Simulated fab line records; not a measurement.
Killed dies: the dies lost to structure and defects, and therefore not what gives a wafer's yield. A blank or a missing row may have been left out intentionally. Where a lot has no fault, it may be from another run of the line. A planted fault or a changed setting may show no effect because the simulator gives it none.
Comparing a struck lot with a sound one ; flow sky130 ; 16 out of 708 route steps
Sound: these wafers, L663.3, L663.4, L663.6. Wafers struck: L658.3, L658.5, L658.6. The cause is named last.
Per side, at each step with rows, come the tool, then ch with its chambers, and then its first start. Under that, the readings that differ: sound wafers ; struck wafers ; difference of the means ; sigmas: that difference in standard deviations of wafers without a fault.
alike: words and numbers the same on both sides, and readings whose means are apart by under 2 such deviations; not compared: readings that were withheld, readings missing a value for some wafer, numbers with overlapping values and no deviation given by the record, and bounds like >300 which may hide the same value.
A row with sigmas, a row that says differs or no value, or rows on one side alone: a step with any of these is where the two part. Non-overlapping numbers with no deviation appear without sigmas and do not part them. Lack of a reading on every wafer of one side parts them only where that side has two or more wafers.

SKY_GATE_OXIDE_TW_MEAS_14:
  sound on filmMetro-04 at day 20 17:02; struck on filmMetro-03 at day 18 17:40
  alike: GATE_OXIDE_TW
then, 3 steps without rows for these wafers: SKY_GATE_OXIDE_CLEAN_15 (cleans in SC1/SC2, time 150 s); SKY_GATE_OXIDE_OXIDATION_16 (stabilise 600 s, purge 300 s, target thk 3.57 nm); SKY_POLY_GATE_CVD_00 (deposits poly-Si, target thk 180 nm, time 720 s).
SKY_POLY_GATE_THK_MEAS_01:
  sound on filmMetro-02 at day 20 19:52; struck on filmMetro-03 at day 18 22:13
  alike: POLY_GATE_CVD_00_THK
then, 7 steps without rows for these wafers: SKY_RES_PROTECT_DEHYDRATE_00 (time 60 s); SKY_RES_PROTECT_HMDS_01 (prime time 60 s); SKY_RES_PROTECT_COAT_02 (resist thk 1140 nm); SKY_RES_PROTECT_SOFTBAKE_03 (time 60 s); SKY_RES_PROTECT_EXPOSE_04 (exposes mask RPM, target cd 1270 nm); SKY_RES_PROTECT_PEB_05; SKY_RES_PROTECT_DEVELOP_06 (develop time 60 s).
SKY_POLY_GATE_IMPLANT_02:
  sound on implanter-01 ch 0, day 22 03:27; struck on implanter-03 ch 0, day 20 04:43
reading;sound;struck;difference;sigmas
beamOnS (s);37 37 36;46 46 45;+9;+3
SKY_RES_PROTECT_STRIP_07: strips in O2/N2.
  sound on plasmaAsher-03 ch 0,1, day 22 03:35; struck on plasmaAsher-01 ch 0,1, day 20 04:51
reading;sound;struck;difference;sigmas
oesProductAu (a.u.);0.514 0.512 0.517;0.505 0.498 0.493;-0.016;-3
stripTimeToEndpointS (s);23.30 23.28 23.25;24.79 24.83 24.84;+1.54;+34
  alike: drypumpMotorCurrentA
  not compared: rfHoursCounterH
SKY_RES_PROTECT_TW_MEAS_08:
  sound on filmMetro-04 at day 22 03:40; struck on filmMetro-01 at day 20 04:56
reading;sound;struck;difference;sigmas
POLY_GATE_TW;3966 3957 3937;4078 4053 4054;+108;+4
-- here the record skips 29 days between the struck wafers' starts before and after, leaving off in module RES_PROTECT and picking up in module PAD_OPEN (first step shown: number 708 of the route) --
SKY_PAD_OPEN_PROBE_99:
  sound on prober-01 at day 50 04:17; struck on prober-02 at day 49 05:59
reading;sound;struck;difference;sigmas
model.etest.resPoly.lineOhmUm;500.1 503 518;438.8 439.9 451.4;-63.7;
model.etest.liconPoly.rcOhm;146.7 155.9 154.7;113.2 118 113.5;-37.5;
model.etest.resPoly.rsOhmSq;47.8 48.27 48.08;40.44 40.24 40.6;-7.62;
  alike: killed_at_M0_to_M3, killed_at_M4_up, killedAtContacts, killedAtFrontEnd, killedAtOther, killedDies, killedOpen, killedShort

## WHERE THEY PART
At SKY_POLY_GATE_IMPLANT_02 first; at SKY_RES_PROTECT_TW_MEAS_08 last (within this record only). Later steps at which nothing parts them and some readings are alike: SKY_PAD_OPEN_PROBE_99.

WHY: what had been put in by the simulator
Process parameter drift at SKY_POLY_GATE_IMPLANT_02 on implanter-03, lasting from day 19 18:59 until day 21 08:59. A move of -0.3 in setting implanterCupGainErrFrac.
